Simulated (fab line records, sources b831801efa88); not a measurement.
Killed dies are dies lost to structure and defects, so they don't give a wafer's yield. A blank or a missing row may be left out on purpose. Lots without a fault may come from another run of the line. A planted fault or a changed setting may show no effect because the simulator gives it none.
Which tool did it? | flow gf180mcu | 12 lots, 36 wafers sampled, at 5 steps of a route of 602

WHAT THE GAUGES READ, wafer by wafer
GF_HV_LDD_OVL_MEAS_20. Usual: HV_LDD_01_OVL 0.9 nm, standard deviation 1.7.
lot  | measured     | on         | HV_LDD_01_OVL (nm) | flag
L408 | day 10 19:29 | overlay-02 | 1.1 1.0 1.7        |
L409 | day 11 02:38 | overlay-01 | 1.6 1.2 2.5        |
L410 | day 11 17:05 | overlay-01 | 4.0 4.0 2.1        |
L411 | day 11 19:23 | overlay-02 | 1.4 1.0 1.5        |
L414 | day 12 20:11 | overlay-01 | -1.2 -0.5 -0.6     |
L421 | day 14 23:20 | overlay-02 | -0.6 -0.2 -0.5     |
L424 | day 15 18:02 | overlay-01 | 1.8 2.0 1.2        |
L425 | day 16 07:05 | overlay-01 | 3.0 2.5 2.4        |
L426 | day 16 18:58 | overlay-01 | 0.1 -1.2 0.6       |
L427 | day 17 06:28 | overlay-01 | -1.2 1.1 1.2       |
L428 | day 17 08:58 | overlay-01 | 0.1 1.1 0.9        |
L429 | day 17 14:26 | overlay-02 | 1.2 1.5 1.4        |

GF_HV_LDD_TW_MEAS_50. Usual: HV_LDD_4_TW 572, standard deviation 6.2.
lot  | measured     | on            | HV_LDD_4_TW | flag
L408 | day 12 09:51 | film_metro-02 | 566 567 566 |
L409 | day 12 18:03 | film_metro-02 | 564 568 568 |
L410 | day 13 10:29 | film_metro-01 | 567 565 566 |
L411 | day 13 13:04 | film_metro-04 | 579 577 576 |
L414 | day 14 14:14 | film_metro-02 | 571 572 570 |
L421 | day 16 20:17 | film_metro-04 | 578 575 577 |
L424 | day 17 15:55 | film_metro-04 | 575 578 577 |
L425 | day 18 06:46 | film_metro-04 | 580 579 578 |
L426 | day 18 19:57 | film_metro-04 | 573 577 578 |
L427 | day 19 07:31 | film_metro-04 | 572 571 575 |
L428 | day 19 10:13 | film_metro-01 | 565 564 567 |
L429 | day 19 15:47 | film_metro-02 | 561 566 563 |

WHICH TOOL RAN EACH LOT (tool, then ch and the chambers of the sampled wafers, then the start)
lot  | GF_POLY_GATE_ETCH_13             | GF_HV_LDD_STRIP_37                   | GF_HV_LDD_STRIP_49
L408 | rie_si-02 ch 0,1, day 9 04:46    | plasma_asher-03 ch 0,1, day 11 14:52 | plasma_asher-04 ch 0, day 12 09:44
L409 | rie_si-02 ch 0,3, day 9 11:34    | plasma_asher-01 ch 0,1, day 11 22:20 | plasma_asher-03 ch 0,1, day 12 17:58
L410 | rie_si-02 ch 2,3, day 10 02:13   | plasma_asher-03 ch 0,1, day 12 13:35 | plasma_asher-04 ch 0,1, day 13 10:23
L411 | rie_si-02 ch 0,2,3, day 10 05:14 | plasma_asher-01 ch 0,1, day 12 16:12 | plasma_asher-01 ch 0,1, day 13 12:58
L414 | rie_si-01 ch 1,3, day 11 04:28   | plasma_asher-03 ch 0,1, day 13 16:46 | plasma_asher-03 ch 0, day 14 14:07
L421 | rie_si-02 ch 1,3, day 13 02:31   | plasma_asher-03 ch 0,1, day 15 21:23 | plasma_asher-04 ch 0,1, day 16 20:11
L424 | rie_si-02 ch 0,1,2, day 13 23:16 | plasma_asher-01 ch 0,1, day 16 17:19 | plasma_asher-03 ch 0,1, day 17 15:49
L425 | rie_si-01 ch 0,2,3, day 14 08:46 | plasma_asher-03 ch 0,1, day 17 06:56 | plasma_asher-01 ch 0,1, day 18 06:40
L426 | rie_si-02 ch 1,2, day 14 18:58   | plasma_asher-04 ch 0,1, day 17 19:47 | plasma_asher-03 ch 0,1, day 18 19:52
L427 | rie_si-02 ch 0,1,2, day 15 04:22 | plasma_asher-03 ch 0, day 18 06:28   | plasma_asher-04 ch 0,1, day 19 07:25
L428 | rie_si-02 ch 1,2, day 15 08:04   | plasma_asher-03 ch 0,1, day 18 09:58 | plasma_asher-01 ch 0, day 19 10:07
L429 | rie_si-02 ch 1,2, day 15 13:10   | plasma_asher-03 ch 0,1, day 18 14:46 | plasma_asher-04 ch 0, day 19 15:40
- GF_POLY_GATE_ETCH_13: etches poly-Si in HBr/Cl2, stops on SiO2, target depth 198.5 nm, time 69.6 s.
- GF_HV_LDD_STRIP_37: strips in O2/N2.
- GF_HV_LDD_STRIP_49: strips in O2/N2.

WHAT THE TOOLS THEMSELVES READ (means of the sampled wafers that have a number; where no wafer has one, the mark that the record gives instead)
GF_POLY_GATE_ETCH_13. Usual: drypump_motor_current_A 5.8 A, standard deviation 0.53; oes_product_au 0.989 a.u., standard deviation 0.0093; throttle_valve_pct 33.686 %, standard deviation 0.0089.
lot  | tool      | drypump_motor_current_A (A) | oes_product_au (a.u.) | throttle_valve_pct (%) | flag
L408 | rie_si-02 | 6.2                         | 0.990                 | 33.685                 |
L409 | rie_si-02 | 6.1                         | 0.994                 | 33.686                 |
L410 | rie_si-02 | 5.4                         | 0.990                 | 33.692                 |
L411 | rie_si-02 | 5.6                         | 0.988                 | 33.688                 |
L414 | rie_si-01 | 5.8                         | 0.984                 | 33.682                 |
L421 | rie_si-02 | 6.0                         | 0.997                 | 33.682                 |
L424 | rie_si-02 | 5.8                         | 0.989                 | 33.684                 |
L425 | rie_si-01 | 5.9                         | 0.987                 | 33.681                 |
L426 | rie_si-02 | 5.7                         | 0.986                 | 33.686                 |
L427 | rie_si-02 | 5.8                         | 0.981                 | 33.689                 |
L428 | rie_si-02 | 5.7                         | 0.987                 | 33.688                 |
L429 | rie_si-02 | 5.7                         | 0.995                 | 33.686                 |

GF_HV_LDD_STRIP_37. Usual: drypump_motor_current_A 5.7 A, standard deviation 0.43; heater_power_w 339 W, standard deviation 46; oes_product_au 0.716 a.u., standard deviation 0.0044; strip_time_to_endpoint_s 12.61 s, standard deviation 0.037.
lot  | tool            | drypump_motor_current_A (A) | heater_power_w (W) | oes_product_au (a.u.) | strip_time_to_endpoint_s (s) | flag
L408 | plasma_asher-03 | 5.9                         | 314                | 0.714                 | 12.64                        |
L409 | plasma_asher-01 | 5.4                         | 338                | 0.712                 | 12.63                        |
L410 | plasma_asher-03 | 6.1                         | 329                | 0.717                 | 12.59                        |
L411 | plasma_asher-01 | 5.4                         | 335                | 0.721                 | 12.58                        |
L414 | plasma_asher-03 | 6.1                         | 325                | 0.959                 | -                            | OFF
L421 | plasma_asher-03 | 5.9                         | 320                | 0.716                 | 12.61                        |
L424 | plasma_asher-01 | 5.5                         | 337                | 0.714                 | 12.63                        |
L425 | plasma_asher-03 | 6.1                         | 319                | 0.719                 | 12.64                        |
L426 | plasma_asher-04 | 5.4                         | 358                | 0.716                 | 12.62                        |
L427 | plasma_asher-03 | 5.6                         | 311                | 0.716                 | 12.56                        |
L428 | plasma_asher-03 | 6.1                         | 324                | 0.715                 | 12.60                        |
L429 | plasma_asher-03 | 6.2                         | 320                | 0.713                 | 12.58                        |

GF_HV_LDD_STRIP_49. Usual: drypump_motor_current_A 5.6 A, standard deviation 0.39; heater_power_w 350 W, standard deviation 52; oes_product_au 0.716 a.u., standard deviation 0.0043; strip_time_to_endpoint_s 12.63 s, standard deviation 0.039.
lot  | tool            | drypump_motor_current_A (A) | heater_power_w (W) | oes_product_au (a.u.) | strip_time_to_endpoint_s (s) | flag
L408 | plasma_asher-04 | 5.7                         | 310                | 0.717                 | 12.60                        |
L409 | plasma_asher-03 | 5.8                         | 311                | 0.711                 | 12.63                        |
L410 | plasma_asher-04 | 5.5                         | 360                | 0.716                 | 12.65                        |
L411 | plasma_asher-01 | 5.5                         | 340                | 0.718                 | 12.64                        |
L414 | plasma_asher-03 | 5.6                         | 315                | 0.716                 | 12.79                        | OFF
L421 | plasma_asher-04 | 5.5                         | 354                | 0.717                 | 12.59                        |
L424 | plasma_asher-03 | 5.8                         | 324                | 0.715                 | 12.61                        |
L425 | plasma_asher-01 | 5.4                         | 335                | 0.716                 | 12.68                        |
L426 | plasma_asher-03 | 6.2                         | 319                | 0.719                 | 12.67                        |
L427 | plasma_asher-04 | 5.5                         | 358                | 0.719                 | 12.60                        |
L428 | plasma_asher-01 | 5.6                         | 373                | 0.713                 | 12.69                        |
L429 | plasma_asher-04 | 5.7                         | 311                | 0.719                 | 12.54                        |

THE ANSWER, worked out from the rows above alone
Rule: a lot is off if the mean of its wafers that have a number lies more than 3 standard deviations from the usual mean. A lot without any number at a reading at which 4 lots or more have one is off too. The other lots that the step has rows for count as sound. The gauges are gone through in route order, then the tools' own readings, and for those a lot's mean is taken as printed above. The first step at which some lot is off is used, and at that step the reading that is off furthest; a lot without a number counts as furthest.
Off: L414, at GF_HV_LDD_STRIP_37 (strip_time_to_endpoint_s). Without a number there: L414.
A tool fits if, at that step or a process step before it, it ran every lot that is off, and no sound lot after the first of them. None of those tried fits.

WHAT THE SIMULATOR HAD PUT IN
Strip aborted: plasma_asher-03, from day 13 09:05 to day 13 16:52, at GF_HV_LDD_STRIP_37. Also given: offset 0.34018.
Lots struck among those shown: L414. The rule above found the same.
